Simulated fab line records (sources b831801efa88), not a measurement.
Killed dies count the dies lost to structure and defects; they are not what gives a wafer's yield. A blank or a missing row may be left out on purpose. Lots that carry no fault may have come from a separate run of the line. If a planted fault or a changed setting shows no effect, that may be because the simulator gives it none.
A lot that was struck, set against a sound lot || flow gf180mcu || 44 out of 602 route steps
Sound: these wafers, L453.1, L453.2, L453.3. Struck: wafer L457.4. Last of all comes the cause.
At each step with rows: each side's tool, then ch and its chambers, then its first start. Under that, the readings that differ: sound wafers || struck wafers || difference of the means || sigmas: that difference in standard deviations of wafers without a fault.
alike: words and numbers the same on both sides, and readings whose means are apart by under 2 such deviations; not compared: readings that were withheld, readings missing a value for some wafer, numbers with overlapping values and no deviation given by the record, and bounds like >300 which may hide the same value.
A row with sigmas, a row that says differs or no value, or rows on one side alone: a step with any of these is where the two part. Numbers that don't overlap but have no deviation are shown without sigmas and don't part them. A reading missing from all wafers of one side parts the sides only when that side holds two or more wafers.

first, 4 steps without rows for these wafers: GF_V4_CLEAN_20 (cleans in DIW); GF_V4_SPUTTER_21 (material Ti, target thk 15 nm, time 80.02 s); GF_V4_SPUTTER_22 (material TiN, target thk 10 nm, time 40 s); GF_V4_CVD_23 (deposits W, target thk 350 nm, time 104.9 s).
GF_V4_RS_MEAS_24: measures by four-point-probe.
  sound: film-metro-03 at day 27 19:29; struck: film-metro-02 at day 29 00:58
  alike: V4_W_RS
GF_V4_THK_MEAS_25: measures by xrf.
  sound: film-metro-03 at day 27 19:37; struck: film-metro-02 at day 29 01:04
  alike: V4_W_THK
GF_V4_CMP_26: polishes, stops on SiO2, t overpolish 15 s, target thk 0 nm.
  sound on cmp-02 ch 0,1,2, day 27 19:40; struck on cmp-01 ch 3, day 29 01:11
  alike: motor-current-A, overpolish-run-s, platen-rpm, slurry-flow-ml-min, time-to-endpoint-s
then, 5 steps without rows for these wafers: GF_MIM_SPUTTER_00 (material Ti, target thk 37.5 nm, time 150 s); GF_MIM_SPUTTER_01 (material TiN, target thk 30 nm, time 25 s); GF_MIM_SPUTTER_02 (material AlCu, target thk 450 nm, time 23.9 s); GF_MIM_SPUTTER_03 (material Ti, target thk 10 nm, time 6.7 s); GF_MIM_SPUTTER_04 (material TiN, target thk 50 nm, time 41.7 s).
GF_MIM_CVD_05: deposits Si3N4, target thk 42 nm, time 29.086 s.
  sound on pecvd-04 ch 0,1,2, day 27 20:11; struck on pecvd-03 ch 2, day 29 01:39
{"reading": "run-length-s (s)", "sound": "57.2 58.4 57.4", "struck": 51.5, "difference": -6.2, "sigmas": -11}
{"reading": "model.Si3N4_of_MIM_CVD_05.thk-nm (nm)", "sound": "40.91 41.79 41.54", "struck": 35.49, "difference": -5.92, "sigmas": ""}
  alike: heater-power-w
GF_MIM_THK_MEAS_06:
  sound: film-metro-01 at day 27 20:14; struck: film-metro-03 at day 29 01:41
{"reading": "MIM_CVD_05_THK (nm)", "sound": "40.9 41.8 41.6", "struck": 35.5, "difference": -5.9, "sigmas": -9}
then, 1 step without rows for these wafers: GF_MIM_SPUTTER_07 (material TiN, target thk 60 nm, time 50 s).
GF_MIM_SPUTTER_08: material AlCu, target thk 200 nm, time 10.6 s.
  sound: pvd-sputter-02 at day 27 20:20; struck: pvd-sputter-01 at day 29 01:47
  alike: throttle-valve-pct
then, 1 step without rows for these wafers: GF_MIM_SPUTTER_09 (material TiN, target thk 35 nm, time 29.2 s).
GF_MIM_RS_MEAS_10: measures by four-point-probe.
  sound: film-metro-03 at day 27 20:23; struck: film-metro-04 at day 29 01:53
{"reading": "MIM_ALCU_RS (ohm/sq)", "sound": "0.1596 0.1578 0.1552", "struck": 0.1635, "difference": "+0.0060", "sigmas": "+3"}
GF_MIM_THK_MEAS_11: measures by xrf.
  sound: film-metro-03 at day 27 20:30; struck: film-metro-04 at day 29 01:58
{"reading": "MIM_ALCU_THK (nm)", "sound": "203 204 209", "struck": 197, "difference": -8, "sigmas": -3}
then, 8 steps without rows for these wafers: GF_MIM_DEHYDRATE_12 (time 60 s); GF_MIM_HMDS_13 (prime time 60 s); GF_MIM_COAT_14 (resist thk 1000 nm); GF_MIM_SOFTBAKE_15 (time 60 s); GF_MIM_EXPOSE_16 (exposes mask FuseTop, target cd 2000 nm); GF_MIM_PEB_17; GF_MIM_DEVELOP_18 (develop time 60 s); GF_MIM_METAL_ETCH_19 (etches the open film in Cl2/BCl3, stops on Si3N4, target depth 324.5 nm, time 54.1 s).
GF_MIM_STRIP_20: strips in O2/N2.
  sound on plasma-asher-04 ch 0,1, day 28 15:15; struck on plasma-asher-04 ch 0, day 29 19:55
  alike: drypump-motor-current-A, heater-power-w, n2-flow-sccm, o2-flow-sccm, oes-product-au, strip-time-to-endpoint-s
  not compared: rf-hours-counter-h
then, 9 steps without rows for these wafers: GF_MIM_STRIP_21 (strips in post etch residue remover, time 1200 s); GF_MIM_CLEAN_22 (cleans in DIW); GF_M5_DEHYDRATE_00 (time 60 s); GF_M5_HMDS_01 (prime time 60 s); GF_M5_COAT_02 (resist thk 1000 nm); GF_M5_SOFTBAKE_03 (time 60 s); GF_M5_EXPOSE_04 (exposes mask Metal5, target cd 280 nm); GF_M5_PEB_05 (peb time 90 s); GF_M5_DEVELOP_06 (develop time 60 s).
GF_M5_CD_MEAS_07 targets a cd of 280 nm.
  sound: cd-sem-01 at day 29 10:07; struck: cd-sem-01 at day 30 14:43
{"reading": "cd-nm (nm)", "sound": "279.8 281.3 279.7", "struck": 282.9, "difference": "+2.6", "sigmas": "+2"}
GF_M5_OVL_MEAS_08:
  sound: overlay-01 at day 29 10:14; struck: overlay-02 at day 30 14:48
  alike: M5_OVL
then, 1 step without rows for these wafers: GF_M5_ETCH_09 (etches Si3N4 in CF4/O2, target depth 52 nm, time 11.6 s).
GF_M5_METAL_ETCH_10: etches the open film in Cl2/BCl3, stops on SiO2, target depth 750.8 nm, time 125.1 s.
  sound on rie-metal-01 ch 0,1, day 29 10:17; struck on rie-metal-01 ch 1, day 30 14:53
  alike: bcl3-flow-sccm, drypump-motor-current-A, oes-product-au, throttle-valve-pct
  not compared: rf-hours-counter-h
GF_M5_STRIP_11: strips in O2/N2.
  sound on plasma-asher-03 ch 0,1, day 29 10:25; struck on plasma-asher-03 ch 0, day 30 15:00
  alike: drypump-motor-current-A, heater-power-w, n2-flow-sccm, o2-flow-sccm, oes-product-au, strip-time-to-endpoint-s
  not compared: rf-hours-counter-h
GF_M5_STRIP_12: strips in post etch residue remover, time 1200 s.
  sound on wet-bench-01 ch 2, day 29 10:31; struck on wet-bench-04 ch 0, day 30 15:04
{"reading": "model.Si3N4_of_MIM_CVD_05.thk-nm (nm)", "sound": "40.18 41.06 40.82", "struck": 34.78, "difference": -5.91, "sigmas": ""}
  alike: temp-c
GF_PASSIVATION_PROBE_99:
  sound wafers here have rows in the record (prober-02, day 31 22:03); struck ones have none

WHERE THEY PART
First at GF_MIM_CVD_05; last, within this record, at GF_PASSIVATION_PROBE_99.

WHY: what the simulator had put in
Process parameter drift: pecvd-03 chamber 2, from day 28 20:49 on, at GF_MIM_CVD_05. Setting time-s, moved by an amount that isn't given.
